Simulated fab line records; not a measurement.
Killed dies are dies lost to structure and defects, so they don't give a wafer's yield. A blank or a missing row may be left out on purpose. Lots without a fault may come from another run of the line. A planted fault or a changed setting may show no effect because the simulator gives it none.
A struck lot beside a sound one ; flow sky130 ; 16 steps out of a route of 708
Sound: wafers L535.1, L535.4, L535.6. Struck: wafers L538.3, L538.4, L538.5. At the end, the cause is stated.
For every step that has rows: the tool of each side, followed by ch and its chambers, followed by its first start. Under that, the readings that differ: sound wafers ; struck wafers ; difference of the means ; sigmas: that difference in standard deviations of wafers without a fault.
alike: same words and numbers on both sides, and readings whose means sit less than 2 such deviations apart. not compared: any withheld reading, any reading some wafer has no value for, any bound like >300 that may hide the same value, and any number with overlapping values for which the record gives no deviation.
Wherever a step has rows on one side only, a row that says differs or no value, or a row with sigmas, the two part there. Numbers that have no deviation but don't overlap get no sigmas and don't part them. A reading that every wafer of one side lacks parts them only if that side has two wafers or more.

SKY_GATE_OXIDE_TW_MEAS_14:
  sound on film-metro-02, day 18 23:30; struck on film-metro-02, day 20 04:21
  alike: GATE_OXIDE_TW
then, 3 steps without rows for these wafers: SKY_GATE_OXIDE_CLEAN_15 (cleans in SC1/SC2, time 150 s); SKY_GATE_OXIDE_OXIDATION_16 (stabilise 600 s, purge 300 s, target thk 3.57 nm); SKY_POLY_GATE_CVD_00 (deposits poly-Si, target thk 180 nm, time 720 s).
SKY_POLY_GATE_THK_MEAS_01:
  sound on film-metro-02, day 19 05:02; struck on film-metro-02, day 20 08:47
reading;sound;struck;difference;sigmas
POLY_GATE_CVD_00_THK (nm);174.5 176.6 175.9;180.9 181.9 180.5;+5.4;+4
then, 7 steps without rows for these wafers: SKY_RES_PROTECT_DEHYDRATE_00 (time 60 s); SKY_RES_PROTECT_HMDS_01 (prime time 60 s); SKY_RES_PROTECT_COAT_02 (resist thk 1140 nm); SKY_RES_PROTECT_SOFTBAKE_03 (time 60 s); SKY_RES_PROTECT_EXPOSE_04 (exposes mask RPM, target cd 1270 nm); SKY_RES_PROTECT_PEB_05; SKY_RES_PROTECT_DEVELOP_06 (develop time 60 s).
SKY_POLY_GATE_IMPLANT_02:
  sound on implanter-02 ch 0, day 20 11:55; struck on implanter-04 ch 0, day 21 15:05
SKY_RES_PROTECT_STRIP_07: strips in O2/N2.
  sound on plasma-asher-04 ch 0,1, day 20 12:04; struck on plasma-asher-03 ch 0,1, day 21 15:14
reading;sound;struck;difference;sigmas
oes-product-au (a.u.);0.519 0.517 0.515;0.503 0.505 0.506;-0.012;-3
strip-time-to-endpoint-s (s);23.21 23.17 23.21;24.18 24.14 24.15;+0.96;+22
  alike: drypump-motor-current-A
  not compared: rf-hours-counter-h
SKY_RES_PROTECT_TW_MEAS_08:
  sound on film-metro-03, day 20 12:10; struck on film-metro-04, day 21 15:19
  alike: POLY_GATE_TW
-- the record jumps here: 28 days lie between the struck wafers' starts before and after (it left off in module RES_PROTECT and takes up again in module PAD_OPEN, whose first step shown is number 708 of the route) --
SKY_PAD_OPEN_PROBE_99:
  sound on prober-01, day 49 10:32; struck on prober-02, day 49 23:22
reading;sound;struck;difference;sigmas
killed-at-front-end;23 18 14;8 10 8;-10;-2
model.etest.res-poly.line-ohm-um;521.9 559.1 505.9;456.1 456.5 423.6;-83.6;
model.etest.licon-poly.rc-ohm;159.2 158.7 149.5;133.2 131.9 132.4;-23.3;
model.etest.res-poly.rs-ohm-sq;50.21 48.77 48.97;42.84 42.89 42.75;-6.49;
  alike: killed_at_M0_to_M3, killed_at_M4_up, killed-at-contacts, killed-at-other, killed-dies, killed-open, killed-short

== WHERE THEY PART ==
First at SKY_POLY_GATE_THK_MEAS_01; last, within this record, at SKY_PAD_OPEN_PROBE_99.

WHY: the cause the simulator had injected
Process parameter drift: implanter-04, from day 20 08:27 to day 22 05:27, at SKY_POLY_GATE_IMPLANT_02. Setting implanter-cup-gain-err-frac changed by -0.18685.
